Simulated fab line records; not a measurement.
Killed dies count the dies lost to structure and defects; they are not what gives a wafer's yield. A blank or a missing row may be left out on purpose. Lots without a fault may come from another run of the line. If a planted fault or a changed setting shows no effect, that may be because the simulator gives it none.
fab line records ; flow sky130
[record] lots = 15; wafers = 45; last_day = 50
route steps=708 shown CONTACT@421 METAL1@437 VIA1@458
lots that met no fault: from a run of the same line without faults
start_h: hours from the record's opening day to when the first of the lot's shown wafers began ; wait_h: hours elapsed since this lot's preceding step ; " same as the row above ; L1.1+2: one row covering several wafers at once ; - value missing, or start not given ; * or withheld: withheld ; < > ~ a bound
route shown NAME@n: NAME is a module with steps in the file, n the number in the route of the first one ; usual: mean and standard deviation over wafers with no fault ; same: alike in all rows ; chamber/n: place in a boat ; sites: each site's reading ; _std_site: standard deviation of those values ; _edge_site: the outer-site mean with the inner-site mean subtracted ; radius_mm: how far each site lies from the wafer's centre ; mask NAME#n: copy n ; behind: the tool/chamber that last shaped the wafer ; hold: cause of the lot's hold/its duration in hours/its outcome ; device: whichever transistor did not switch (one of n, p or np) ; end of line: the same wafers' tests at the end of the route ; step lacking rows: just its recipe ; killed: dies that structure and defects cost at the first sort, which is not the same as the wafer's yield ; map: shows each die of a wafer: x if killed, . if not, _ if none is there
set.NAME: the run value of the setting; set.NAME@STEP: its run value at that earlier step ; model.NAME: the simulator's own value behind a step, which no gauge read
steps of the route over a sample of lots; a table a step, a row a wafer
services: when a tool's chamber went out of use (start_h, in hours from the record's first day, below 0 if earlier), for how many hours, and the reason
[[steps]]
[step SKY_CONTACT_OVL_MEAS_15]
[usual] CONTACT_OVL = -1/5.3
lot.wafer;tool;chamber;start_h;wait_h;CONTACT_OVL[nm]
L268.1;overlay-01;-;736.91;0.1;2
L268.3;overlay-01;-;736.91;0.1;8
L268.5;overlay-01;-;736.91;0.1;-1
L269.2;overlay-02;-;740.22;0.1;-1
L269.3;overlay-02;-;740.22;0.1;-2
L269.5;overlay-02;-;740.22;0.1;-5
L270.2;overlay-02;-;748.04;0.1;-2
L270.3;overlay-02;-;748.04;0.1;-2
L270.4;overlay-02;-;748.04;0.1;-4
L271.1;overlay-01;-;758.27;0.1;-10
L271.5;overlay-01;-;758.27;0.1;-2
L271.6;overlay-01;-;758.27;0.1;1
L272.1;overlay-01;-;763.87;0.1;-7
L272.3;overlay-01;-;763.87;0.1;-4
L272.5;overlay-01;-;763.87;0.1;-8
L273.3;overlay-02;-;771.15;0.1;-5
L273.4;overlay-02;-;771.15;0.1;-2
L273.6;overlay-02;-;771.15;0.1;-4
L274.1;overlay-02;-;806.56;0.1;-3
L274.2;overlay-02;-;806.56;0.1;-7
L274.4;overlay-02;-;806.56;0.1;-3
L276.2;overlay-02;-;807.94;0.1;2
L276.5;overlay-02;-;807.94;0.1;-4
L276.6;overlay-02;-;807.94;0.1;0
L278.3;overlay-02;-;809.00;0.1;-1
L278.5;overlay-02;-;809.00;0.1;-9
L278.6;overlay-02;-;809.00;0.1;-5
L279.1;overlay-02;-;824.17;0.1;2
L279.5;overlay-02;-;824.17;0.1;0
L279.6;overlay-02;-;824.17;0.1;1
L280.1;overlay-02;-;827.92;0.1;-1
L280.3;overlay-02;-;827.92;0.1;-4
L280.6;overlay-02;-;827.92;0.1;1
L285.4;overlay-01;-;859.04;0.1;3
L285.5;overlay-01;-;859.04;0.1;4
L285.6;overlay-01;-;859.04;0.1;-2
L288.2;overlay-01;-;887.32;0.1;7
L288.3;overlay-01;-;887.32;0.1;-1
L288.4;overlay-01;-;887.32;0.1;7
L289.1;overlay-01;-;889.79;0.1;-1
L289.4;overlay-01;-;889.79;0.1;-6
L289.6;overlay-01;-;889.79;0.1;-4
L291.1;overlay-01;-;901.66;0.1;-2
L291.2;overlay-01;-;901.66;0.1;-6
L291.3;overlay-01;-;901.66;0.1;-5
[step SKY_METAL1_SPUTTER_03]
[recipe] material = Ti; target_thk_nm = 5; power_w = 3000; time_s = 3.3; chamber_pressure_pa = 0.4
[usual] throttle_valve_pct = 30.0/0.97
lot.wafer;tool;chamber;start_h;wait_h;throttle_valve_pct
L268.1;pvd_sputter-04;-;738.40;0.0;29.4
L268.3;pvd_sputter-04;-;738.40;0.0;31.6
L268.5;pvd_sputter-04;-;738.40;0.0;31.7
L269.2;pvd_sputter-04;-;741.71;0.0;30.5
L269.3;pvd_sputter-04;-;741.71;0.0;28.4
L269.5;pvd_sputter-04;-;741.71;0.0;29.4
L270.2;pvd_sputter-02;-;749.55;0.0;28.8
L270.3;pvd_sputter-02;-;749.55;0.0;29.1
L270.4;pvd_sputter-02;-;749.55;0.0;30.3
L271.1;pvd_sputter-01;-;759.75;0.0;30.7
L271.5;pvd_sputter-01;-;759.75;0.0;31.4
L271.6;pvd_sputter-01;-;759.75;0.0;30.8
L272.1;pvd_sputter-02;-;765.35;0.0;29.7
L272.3;pvd_sputter-02;-;765.35;0.0;29.1
L272.5;pvd_sputter-02;-;765.35;0.0;30.5
L273.3;pvd_sputter-04;-;772.63;0.0;31.5
L273.4;pvd_sputter-04;-;772.63;0.0;28.6
L273.6;pvd_sputter-04;-;772.63;0.0;30.5
L274.1;pvd_sputter-02;-;808.07;0.0;29.4
L274.2;pvd_sputter-02;-;808.07;0.0;30.2
L274.4;pvd_sputter-02;-;808.07;0.0;28.9
L276.2;pvd_sputter-04;-;809.45;0.0;29.2
L276.5;pvd_sputter-04;-;809.45;0.0;31.7
L276.6;pvd_sputter-04;-;809.45;0.0;30.4
L278.3;pvd_sputter-04;-;810.47;0.0;30.1
L278.5;pvd_sputter-04;-;810.47;0.0;30.3
L278.6;pvd_sputter-04;-;810.47;0.0;28.6
L279.1;pvd_sputter-02;-;825.65;0.0;29.1
L279.5;pvd_sputter-02;-;825.65;0.0;28.7
L279.6;pvd_sputter-02;-;825.65;0.0;30.4
L280.1;pvd_sputter-01;-;829.41;0.0;29.2
L280.3;pvd_sputter-01;-;829.41;0.0;30.6
L280.6;pvd_sputter-01;-;829.41;0.0;31.2
L285.4;pvd_sputter-01;-;860.70;0.0;29.3
L285.5;pvd_sputter-01;-;860.70;0.0;30.0
L285.6;pvd_sputter-01;-;860.70;0.0;29.5
L288.2;pvd_sputter-04;-;888.82;0.0;30.5
L288.3;pvd_sputter-04;-;888.82;0.0;29.5
L288.4;pvd_sputter-04;-;888.82;0.0;31.2
L289.1;pvd_sputter-04;-;891.30;0.0;30.4
L289.4;pvd_sputter-04;-;891.30;0.0;29.3
L289.6;pvd_sputter-04;-;891.30;0.0;29.2
L291.1;pvd_sputter-01;-;903.16;0.0;31.3
L291.2;pvd_sputter-01;-;903.16;0.0;30.8
L291.3;pvd_sputter-01;-;903.16;0.0;29.6
[step SKY_VIA1_HDPCVD_00]
[recipe] material = SiO2; target_thk_nm = 1030; sigma_open_frac = 0.3; time_s = 171.7; temp_c = 400; sih4_flow_sccm = 60; pressure_mtorr = 6
lot.wafer;tool;chamber;start_h;wait_h
L268.1+3+5;hdpcvd-01;1,0,2;766.28;0.0
L269.2+3+5;hdpcvd-02;2,1,1;770.13;0.0
L270.2+3+4;hdpcvd-02;0,2,1;777.43;0.0
L271.1+5+6;hdpcvd-02;1,2,1;787.53;0.0
L272.1+3+5;hdpcvd-01;1,0,0;793.03;0.0
L273.3+4+6;hdpcvd-02;0,1,0;800.49;0.0
L274.1+2+4;hdpcvd-01;2,0,2;835.61;0.0
L276.2+5+6;hdpcvd-02;1,2,1;836.88;0.0
L278.3+5+6;hdpcvd-02;1,1,0;838.46;0.0
L279.1+5+6;hdpcvd-01;2,0,1;852.83;0.0
L280.1+3+6;hdpcvd-02;1,2,0;856.87;0.0
L285.4+5+6;hdpcvd-01;0,2,1;887.58;0.1
L288.2+3+4;hdpcvd-02;0,1,0;914.83;0.0
L289.1+4+6;hdpcvd-02;1,0,1;917.92;0.0
L291.1+2+3;hdpcvd-01;2,0,1;927.91;0.0
[step SKY_VIA1_THK_MEAS_01]
[recipe] reads = SiO2_of_VIA1_HDPCVD_00
[usual] VIA1_HDPCVD_THK = 1027/11
lot.wafer;tool;chamber;start_h;wait_h;VIA1_HDPCVD_THK[nm]
L268.1;film_metro-02;-;766.39;0.1;1031
L268.3;film_metro-02;-;766.39;0.1;1026
L268.5;film_metro-02;-;766.39;0.1;1022
L269.2;film_metro-01;-;770.25;0.1;1029
L269.3;film_metro-01;-;770.25;0.1;1010
L269.5;film_metro-01;-;770.25;0.1;1015
L270.2;film_metro-01;-;777.55;0.1;1023
L270.3;film_metro-01;-;777.55;0.1;1024
L270.4;film_metro-01;-;777.55;0.1;1024
L271.1;film_metro-02;-;787.64;0.1;1009
L271.5;film_metro-02;-;787.64;0.1;997
L271.6;film_metro-02;-;787.64;0.1;1008
L272.1;film_metro-02;-;793.14;0.1;1036
L272.3;film_metro-02;-;793.14;0.1;1043
L272.5;film_metro-02;-;793.14;0.1;1059
L273.3;film_metro-01;-;800.62;0.1;1033
L273.4;film_metro-01;-;800.62;0.1;1016
L273.6;film_metro-01;-;800.62;0.1;1026
L274.1;film_metro-02;-;835.73;0.1;1014
L274.2;film_metro-02;-;835.73;0.1;1022
L274.4;film_metro-02;-;835.73;0.1;1018
L276.2;film_metro-01;-;837.01;0.1;325
L276.5;film_metro-01;-;837.01;0.1;347
L276.6;film_metro-01;-;837.01;0.1;337
L278.3;film_metro-02;-;838.59;0.1;351
L278.5;film_metro-02;-;838.59;0.1;352
L278.6;film_metro-02;-;838.59;0.1;363
L279.1;film_metro-01;-;852.94;0.1;1030
L279.5;film_metro-01;-;852.94;0.1;1033
L279.6;film_metro-01;-;852.94;0.1;1025
L280.1;film_metro-03;-;856.98;0.1;341
L280.3;film_metro-03;-;856.98;0.1;363
L280.6;film_metro-03;-;856.98;0.1;356
L285.4;film_metro-02;-;887.66;0.0;1033
L285.5;film_metro-02;-;887.66;0.0;1049
L285.6;film_metro-02;-;887.66;0.0;1038
L288.2;film_metro-02;-;914.95;0.1;1029
L288.3;film_metro-02;-;914.95;0.1;1018
L288.4;film_metro-02;-;914.95;0.1;1047
L289.1;film_metro-02;-;918.03;0.1;1033
L289.4;film_metro-02;-;918.03;0.1;1037
L289.6;film_metro-02;-;918.03;0.1;1044
L291.1;film_metro-01;-;928.03;0.1;1015
L291.2;film_metro-01;-;928.03;0.1;1029
L291.3;film_metro-01;-;928.03;0.1;1025
[step SKY_VIA1_OVL_MEAS_13]
[usual] VIA1_OVL = 2/5.9
lot.wafer;tool;chamber;start_h;wait_h;VIA1_OVL[nm]
L268.1;overlay-02;-;793.64;0.1;9
L268.3;overlay-02;-;793.64;0.1;7
L268.5;overlay-02;-;793.64;0.1;5
L269.2;overlay-01;-;797.72;0.1;-8
L269.3;overlay-01;-;797.72;0.1;-3
L269.5;overlay-01;-;797.72;0.1;-8
L270.2;overlay-01;-;804.77;0.1;11
L270.3;overlay-01;-;804.77;0.1;17
L270.4;overlay-01;-;804.77;0.1;4
L271.1;overlay-01;-;814.61;0.1;-6
L271.5;overlay-01;-;814.61;0.1;0
L271.6;overlay-01;-;814.61;0.1;-1
L272.1;overlay-02;-;819.81;0.1;-3
L272.3;overlay-02;-;819.81;0.1;1
L272.5;overlay-02;-;819.81;0.1;-4
L273.3;overlay-01;-;827.48;0.1;-8
L273.4;overlay-01;-;827.48;0.1;-1
L273.6;overlay-01;-;827.48;0.1;-8
L274.1;overlay-01;-;862.31;0.1;-9
L274.2;overlay-01;-;862.31;0.1;-3
L274.4;overlay-01;-;862.31;0.1;-6
L276.2;overlay-01;-;863.67;0.1;1
L276.5;overlay-01;-;863.67;0.1;6
L276.6;overlay-01;-;863.67;0.1;2
L278.3;overlay-02;-;865.33;0.1;-3
L278.5;overlay-02;-;865.33;0.1;-4
L278.6;overlay-02;-;865.33;0.1;8
L279.1;overlay-02;-;879.06;0.1;8
L279.5;overlay-02;-;879.06;0.1;5
L279.6;overlay-02;-;879.06;0.1;8
L280.1;overlay-01;-;883.36;0.1;0
L280.3;overlay-01;-;883.36;0.1;0
L280.6;overlay-01;-;883.36;0.1;2
L285.4;overlay-01;-;913.21;0.1;-2
L285.5;overlay-01;-;913.21;0.1;-4
L285.6;overlay-01;-;913.21;0.1;5
L288.2;overlay-01;-;944.12;0.1;-3
L288.3;overlay-01;-;944.12;0.1;-1
L288.4;overlay-01;-;944.12;0.1;-11
L289.1;overlay-02;-;947.09;0.1;11
L289.4;overlay-02;-;947.09;0.1;4
L289.6;overlay-02;-;947.09;0.1;11
L291.1;overlay-01;-;956.24;0.1;7
L291.2;overlay-01;-;956.24;0.1;-4
L291.3;overlay-01;-;956.24;0.1;2
[[services]]
tool;chamber;start_h;hours;kind
hdpcvd-01;-;748.36;2.8;pm
pvd_sputter-04;1;761.93;-;consumable_replace:kit
pvd_sputter-04;1;761.93;18.0;scheduled_down
pvd_sputter-04;1;761.93;18.0;vent_cycle
hdpcvd-02;-;765.40;1.0;repair
hdpcvd-01;-;766.99;5.5;pm
hdpcvd-02;-;821.83;0.6;repair
hdpcvd-01;-;836.66;0.7;repair
pvd_sputter-02;2;854.70;-;consumable_replace:kit
pvd_sputter-02;2;854.70;18.0;scheduled_down
pvd_sputter-02;2;854.70;18.0;vent_cycle
hdpcvd-02;2;857.02;4.8;repair
hdpcvd-01;-;867.25;0.3;repair
pvd_sputter-01;1;871.67;-;consumable_replace:kit
pvd_sputter-01;1;871.67;18.0;scheduled_down
pvd_sputter-01;1;871.67;18.0;vent_cycle
pvd_sputter-04;-;880.99;3.0;repair
pvd_sputter-04;-;909.13;11.2;repair
[[key]]
[first_sign] step = SKY_VIA1_THK_MEAS_01; reading = VIA1_HDPCVD_THK; direction = down; sigmas = 61; usual = 1027; struck = 348
effect none on later readings
met_at SKY_VIA1_HDPCVD_00
struck_lots L276,L278,L280
sort_left_out L276.2,L276.5,L276.6,L278.3,L278.5,L278.6,L280.1,L280.3,L280.6
not_acting_at SKY_CONTACT_OVL_MEAS_15,SKY_METAL1_SPUTTER_03,SKY_VIA1_OVL_MEAS_13
onset_between 800.49 836.88
[fault] kind = process_parameter_drift; tool = hdpcvd-02; chamber = -; onset_h = 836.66; steps = SKY_VIA1_HDPCVD_00; channel = target_thk_nm; offset = -675.48; shape = step; end_h = 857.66; acts_in = these_recipes_only; stated = 1030
// sort_left_out: the simulated sort isn't trusted on such a fault, so these wafers' sort isn't shown, and their yield isn't known
